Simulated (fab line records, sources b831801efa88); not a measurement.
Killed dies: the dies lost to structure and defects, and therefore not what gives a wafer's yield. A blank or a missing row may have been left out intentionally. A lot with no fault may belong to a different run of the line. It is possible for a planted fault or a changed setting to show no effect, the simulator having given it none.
Which tool was responsible? || flow gf180mcu || 7 lots with 21 wafers sampled at 2 steps, on a route of 602 steps

== WHAT THE GAUGES READ, wafer by wafer ==
GF_MIM_RS_MEAS_10: the measuring method here is four-point-probe.
{"lot": "L619", "measured": "day 26 05:21", "on": "film-metro-01", "MIM_ALCU_RS (ohm/sq)": "0.1587 0.1606 0.1604"}
{"lot": "L621", "measured": "day 26 20:53", "on": "film-metro-02", "MIM_ALCU_RS (ohm/sq)": "0.1654 0.1626 0.1632"}
{"lot": "L624", "measured": "day 27 20:44", "on": "film-metro-04", "MIM_ALCU_RS (ohm/sq)": "0.1578 0.1588 0.1591"}
{"lot": "L627", "measured": "day 28 17:55", "on": "film-metro-02", "MIM_ALCU_RS (ohm/sq)": "0.1626 0.1645 0.1618"}
{"lot": "L630", "measured": "day 29 08:13", "on": "film-metro-02", "MIM_ALCU_RS (ohm/sq)": "0.1607 0.1575 0.1596"}
{"lot": "L636", "measured": "day 30 21:26", "on": "film-metro-02", "MIM_ALCU_RS (ohm/sq)": "0.1628 0.1624 0.1626"}
{"lot": "L638", "measured": "day 31 07:12", "on": "film-metro-02", "MIM_ALCU_RS (ohm/sq)": "0.1627 0.1630 0.1621"}

== EACH LOT AND THE TOOL THAT RAN IT (in order: tool; ch and the chambers of the sampled wafers; start) ==
{"lot": "L619", "GF_V4_ETCH_16": "rie-diel-02 ch 0,1,3, day 26 03:22"}
{"lot": "L621", "GF_V4_ETCH_16": "rie-diel-02 ch 0,3, day 26 19:05"}
{"lot": "L624", "GF_V4_ETCH_16": "rie-diel-02 ch 0,1,2, day 27 18:50"}
{"lot": "L627", "GF_V4_ETCH_16": "rie-diel-02 ch 2,3, day 28 16:04"}
{"lot": "L630", "GF_V4_ETCH_16": "rie-diel-01 ch 1,2, day 29 06:26"}
{"lot": "L636", "GF_V4_ETCH_16": "rie-diel-03 ch 1,2, day 30 19:23"}
{"lot": "L638", "GF_V4_ETCH_16": "rie-diel-02 ch 0,1,2, day 31 05:25"}
- GF_V4_ETCH_16: etches BARC in N2/H2.

== THE ANSWER, worked out from the rows above alone ==
Rule: usual is defined by the lots themselves. Put in order of their means at a reading, lots are off if they are a third of the lots or fewer, leave a main group of 4 or more, and stand apart from it by a gap of 3 or more times the standard deviation of the main group's means; of several such gaps the widest counts. A main group whose means are all the same, to the digits that the tables above print for the reading, isn't used. Also off: a lot with no number at a reading for which 4 or more lots have one. All remaining lots with rows at the step are treated as sound.
No lot is off at any reading shown: from this, nothing can be told.

== WHAT WAS PUT IN BY THE SIMULATOR ==
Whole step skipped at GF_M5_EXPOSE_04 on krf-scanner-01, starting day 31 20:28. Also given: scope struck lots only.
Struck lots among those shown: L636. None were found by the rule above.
